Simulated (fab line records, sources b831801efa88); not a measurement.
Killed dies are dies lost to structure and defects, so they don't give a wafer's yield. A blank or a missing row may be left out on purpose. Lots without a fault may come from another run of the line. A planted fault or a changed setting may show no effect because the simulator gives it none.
Which tool did it? | flow sky130 | 12 lots, 36 wafers sampled, at 1 step of a route of 708

WHAT THE GAUGES READ, wafer by wafer
SKY_POLY_GATE_CD_MEAS_13: target cd 150 nm.
lot  | measured     | on        | cd_nm (nm)
L074 | day 17 01:59 | cd_sem-02 | 149.6 148.7 149.2
L077 | day 17 16:01 | cd_sem-01 | 150.2 148.9 148.9
L079 | day 18 08:08 | cd_sem-02 | 153.0 152.7 152.5
L081 | day 19 00:20 | cd_sem-01 | 147.9 146.3 148.2
L083 | day 19 19:59 | cd_sem-02 | 152.0 150.9 151.6
L085 | day 20 12:31 | cd_sem-01 | 148.5 150.7 150.0
L087 | day 21 03:13 | cd_sem-02 | 150.2 151.0 149.8
L089 | day 22 01:08 | cd_sem-02 | 147.7 149.2 150.0
L091 | day 22 21:34 | cd_sem-02 | 152.5 152.8 153.9
L092 | day 23 06:07 | cd_sem-01 | 148.2 148.6 148.9
L095 | day 24 08:10 | cd_sem-01 | 149.0 151.2 149.8
L097 | day 25 04:31 | cd_sem-02 | 147.9 149.4 148.5

WHICH TOOL RAN EACH LOT (tool, then ch and the chambers of the sampled wafers, then the start)
The record holds no process step before these readings.

THE ANSWER, worked out from the rows above alone
Rule: what is usual is taken from the lots themselves. Put in order of their means at a reading, lots are off if they are a third of the lots or fewer, leave a main group of 4 or more, and stand apart from it by a gap of 3 or more times the standard deviation of the main group's means; of several such gaps the widest counts. A main group whose means are all the same, to the digits that the tables above print for the reading, isn't used. A lot without any number at a reading at which 4 lots or more have one is off too. The other lots that the step has rows for count as sound.
No lot is off at any reading shown: from this, nothing can be told.

WHAT THE SIMULATOR HAD PUT IN
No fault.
